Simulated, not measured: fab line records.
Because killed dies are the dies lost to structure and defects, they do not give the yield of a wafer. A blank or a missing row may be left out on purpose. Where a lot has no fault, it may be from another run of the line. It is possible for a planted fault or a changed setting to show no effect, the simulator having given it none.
Chamber matching	flow sky130	3 sister chambers for SKY_VIA4_HDPCVD_00 on hdpcvd-02
The step deposits SiO2, target thk 1750 nm, time 291.7 s. 3 wafers are shown with their chamber, then 8 later ones without.

## WAFERS WITH THEIR CHAMBER
wafer	chamber	runLengthS (s)
L120.4	1	319.2
L121.5	0	320.6
L124.1	2	318.6

## WAFERS WHOSE CHAMBER IS MISSING
wafer	runLengthS (s)
L124.2	320.2
L124.5	320.5
L125.1	319.0
L125.5	319.3
L125.6	320.3
L127.2	318.9
L127.3	319.8
L127.6	320.3

## EACH ONE'S CHAMBER
wafer	from the rows above	in truth
L124.2	can't be placed: 0 or 1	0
L124.5	0	0
L125.1	can't be placed: 1 or 2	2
L125.5	can't be placed: 1 or 2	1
L125.6	0	0
L127.2	can't be placed: 2 or 1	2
L127.3	can't be placed: 1 or 0 or 2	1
L127.6	0	0
3 of 8 placed correctly. Cannot be placed on the basis of these rows: 5; the candidates contain the true chamber in 5. Number placed wrongly: 0.
How it was worked out, from the rows above alone: a wafer's distance from a chamber is the root of the sum, over the readings, of the square of ((its reading less the chamber's mean) divided by the reading's scatter). If the next closest chamber is less than 2 further off than the closest, the wafer can't be placed; otherwise it belongs to the closest. Each chamber's mean is taken over the wafers shown for it. The scatter (one wafer shown for each chamber): square how far every hidden wafer sits from the nearest shown wafer, average those squares and take the square root.
